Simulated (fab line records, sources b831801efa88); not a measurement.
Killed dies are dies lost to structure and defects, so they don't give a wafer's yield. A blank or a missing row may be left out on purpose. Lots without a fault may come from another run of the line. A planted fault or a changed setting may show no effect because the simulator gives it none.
Chamber matching | flow gf180mcu | GF_V1_CMP_04 on cmp-01: 4 sister chambers
The step polishes SiO2. 4 wafers are shown with their chamber, then 7 later ones without.

WAFERS WITH THEIR CHAMBER
wafer  | chamber | motor_current_A (A)
L960.1 | 3       | 10.9
L960.5 | 0       | 13.8
L962.1 | 1       | 10.5
L962.3 | 2       | 12.5

WAFERS WITHOUT THEIR CHAMBER
wafer  | motor_current_A (A)
L962.5 | 10.7
L964.1 | 12.9
L964.3 | 12.2
L964.6 | 11.3
L969.1 | 13.2
L969.3 | 12.7
L969.5 | 12.4

WHICH CHAMBER EACH WENT THROUGH
wafer  | from the rows above     | in truth
L962.5 | can't be placed: 1 or 3 | 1
L964.1 | can't be placed: 2 or 0 | 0
L964.3 | 2                       | 2
L964.6 | can't be placed: 3 or 1 | 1
L969.1 | can't be placed: 0 or 2 | 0
L969.3 | 2                       | 2
L969.5 | 2                       | 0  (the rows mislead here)
Placed correctly: 2 of 7. Can't be placed from these rows: 4 (the true chamber is among the candidates in 4). Placed wrongly: 1.
How it was worked out, from the rows above alone: a wafer's distance from a chamber is the root of the sum, over the readings, of the square of ((its reading less the chamber's mean) divided by the reading's scatter). The wafer belongs to the nearest chamber; if the next one is less than 2 further off, it can't be placed. A chamber's mean is the mean of its shown wafers. The scatter: with one shown wafer a chamber, the root of the mean of the squares of how far each hidden wafer lies from its nearest shown one.
